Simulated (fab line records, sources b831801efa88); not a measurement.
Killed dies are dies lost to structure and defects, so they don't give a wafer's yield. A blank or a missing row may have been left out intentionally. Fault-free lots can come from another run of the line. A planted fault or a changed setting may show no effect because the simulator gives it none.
Matching of chambers ; flow gf180mcu ; pecvd-01 running GF_V4_CVD_02: 3 sister chambers
The step deposits SiO2 from TEOS, target thk 850 nm, time 94.851 s. 18 wafers are shown with their chamber, then 9 later ones without.

## WAFERS WITH THEIR CHAMBER
wafer;chamber;heaterPowerW (W);rfFwdPowerW (W)
L074.1;2;655;598.8
L074.4;0;824;596.2
L074.5;0;654;597.9
L075.1;0;751;593.3
L075.2;1;665;599.4
L075.3;2;756;597.7
L076.1;2;754;597.5
L076.3;0;736;599.4
L076.5;0;771;597.7
L078.1;2;731;596.6
L078.3;0;760;595.9
L078.5;0;817;595.7
L086.1;1;690;595.5
L086.3;2;715;597.0
L086.6;0;670;598.5
L089.1;0;830;596.3
L089.2;2;776;596.0
L089.3;1;675;596.9

SIGNATURES (averages over the wafers above)
reading;chamber 0;chamber 1;chamber 2;scatter within a chamber
heaterPowerW;757.00;676.67;731.17;52.8
rfFwdPowerW;596.767;597.267;597.267;1.61
Rule: a wafer lies at a distance from a chamber equal to the root of the sum of squares, over the readings, of (its reading less the chamber's mean, divided by the reading's scatter). If the next closest chamber is less than 2 further off than the closest, the wafer can't be placed; otherwise it belongs to the closest. The scatter: the root of (the sum of the squares of (reading less its chamber's mean) over the shown wafers, divided by (wafers less chambers)).

## WAFERS WITH NO CHAMBER GIVEN
wafer;heaterPowerW (W);rfFwdPowerW (W)
L091.2;617;599.5
L091.3;791;597.1
L091.6;641;599.1
L094.2;702;596.6
L094.3;682;596.6
L094.4;808;595.0
L097.2;630;595.9
L097.4;663;599.4
L097.5;675;596.4

## THE CHAMBER EACH PASSED THROUGH
wafer;from the rows above;in truth
L091.2;can't be placed: 1 or 2 or 0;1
L091.3;can't be placed: 0 or 2 or 1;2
L091.6;can't be placed: 1 or 2 or 0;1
L094.2;can't be placed: 1 or 2 or 0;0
L094.3;can't be placed: 1 or 2 or 0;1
L094.4;can't be placed: 0 or 2 or 1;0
L097.2;can't be placed: 1 or 2 or 0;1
L097.4;can't be placed: 1 or 2 or 0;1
L097.5;can't be placed: 1 or 2 or 0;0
0 of 9 placed correctly. From these rows, 9 cannot be placed; in 9 the true chamber is one of the candidates. Number placed wrongly: 0.
